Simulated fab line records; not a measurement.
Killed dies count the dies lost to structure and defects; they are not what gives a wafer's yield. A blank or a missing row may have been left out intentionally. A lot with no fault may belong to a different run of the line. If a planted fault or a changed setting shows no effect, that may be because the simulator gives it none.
A lot that was struck, set against a sound lot || flow sfq_line || 17 out of 325 route steps
Sound: wafers L905.1, L905.2, L905.3. Struck: wafers L917.1, L917.4. (L917.6 of the same lot was not struck and is left out.) The cause comes at the end.
Per side, at each step with rows, come the tool, then ch with its chambers, and then its first start. Under that, the readings that differ: sound wafers || struck wafers || difference of the means || sigmas: that difference in standard deviations of wafers without a fault.
alike: readings whose means differ by less than 2 such deviations, and words and numbers that are the same on both sides. not compared: withheld readings, readings that some wafer has no value for, bounds like >300 that may hide the same value, and numbers for which the record gives no deviation and whose values overlap.
The two part at a step that has a row with sigmas, a row that says differs or no value, or rows on one side only. Numbers that don't overlap but have no deviation are shown without sigmas and don't part them. A reading missing from all wafers of one side parts the sides only when that side holds two or more wafers.

SFQ_TRILAYER_I7_VIA_STRIP_STRIP_191: strips in O2.
  sound on rie_metal-04 ch 0,1, day 81 03:02; struck on rie_metal-01 ch 0, day 85 10:06
  alike: drypump_motor_current_A, he_backside_leak_sccm, oes_product_au
  not compared: rf_hours_counter_h
then, 8 steps without rows for these wafers: SFQ_TRILAYER_I7_VIA_STRIP_SOLV_CLEAN_192 (cleans in NMP, time 600 s); SFQ_TRILAYER_M8_LITHO_LOR_COAT_197; SFQ_TRILAYER_M8_LITHO_LOR_BAKE_198; SFQ_TRILAYER_M8_LITHO_COAT_193 (resist thk 600 nm); SFQ_TRILAYER_M8_LITHO_SOFTBAKE_199; SFQ_TRILAYER_M8_LITHO_EXPOSE_194 (exposes mask M8, target cd 2000 nm); SFQ_TRILAYER_M8_LITHO_PEB_196 (peb time 60 s); SFQ_TRILAYER_M8_LITHO_DEVELOP_195 (img clear 15 s, time 55 s).
SFQ_M8_OVL_MEAS_948:
  sound on overlay-02, day 81 10:02; struck on overlay-01, day 85 18:18
{"reading": "M8_OVL (nm)", "sound": "-2 0 -9", "struck": "12 4", "difference": "+12", "sigmas": "+2"}
then, 2 steps without rows for these wafers: SFQ_TRILAYER_M8_DEP_EVAP_197 (material Ti, target thk 20 nm, time 100 s); SFQ_TRILAYER_M8_DEP_EVAP_198 (material Pt, target thk 50 nm, time 250 s).
SFQ_TRILAYER_M8_DEP_EVAP_196: material Au, target thk 180 nm, time 900 s.
  sound on pvd_sputter-02, day 81 10:18; struck on pvd_sputter-02, day 85 18:34
{"reading": "model.Au_of_TRILAYER_M8_DEP_EVAP_196.thk_nm (nm)", "sound": "180.4 179.6 179", "struck": "151.1 152.7", "difference": -27.8, "sigmas": ""}
SFQ_M8_RS_MEAS_949: uses a four-point probe to measure.
  sound on film_metro-04, day 81 10:49; struck on film_metro-04, day 85 19:05
{"reading": "M8_AU_RS (ohm/sq)", "sound": "0.1529 0.1539 0.1544", "struck": "0.1831 0.1817", "difference": "+0.0287", "sigmas": "+19"}
SFQ_M8_THK_MEAS_950: measures by xrf.
  sound on film_metro-04, day 81 10:56; struck on film_metro-04, day 85 19:12
{"reading": "M8_AU_THK (nm)", "sound": "182.5 182.6 181.0", "struck": "153.2 154.3", "difference": -28.3, "sigmas": -11}
then, 1 step without rows for these wafers: SFQ_TRILAYER_M8_LIFTOFF_LIFTOFF_197 (chemistry NMP, time 600 s).
SFQ_M8_BOW_MEAS_951:
  sound on film_metro-04, day 81 11:10; struck on film_metro-03, day 85 19:28
{"reading": "model.etest.i7.link_ohm", "sound": "1.06 1.046 1.055", "struck": "1.081 1.075", "difference": "+0.024", "sigmas": ""}
{"reading": "model.etest.m8.ohm_sq", "sound": "0.1534 0.1541 0.1545", "struck": "0.1831 0.1812", "difference": "+0.0282", "sigmas": ""}
  alike: M8_BOW

WHERE THEY PART
Earliest at SFQ_M8_OVL_MEAS_948; latest, in this record, at SFQ_M8_THK_MEAS_950. Later steps at which nothing parts them and some readings are alike: SFQ_M8_BOW_MEAS_951.

WHY: whatever the simulator had introduced
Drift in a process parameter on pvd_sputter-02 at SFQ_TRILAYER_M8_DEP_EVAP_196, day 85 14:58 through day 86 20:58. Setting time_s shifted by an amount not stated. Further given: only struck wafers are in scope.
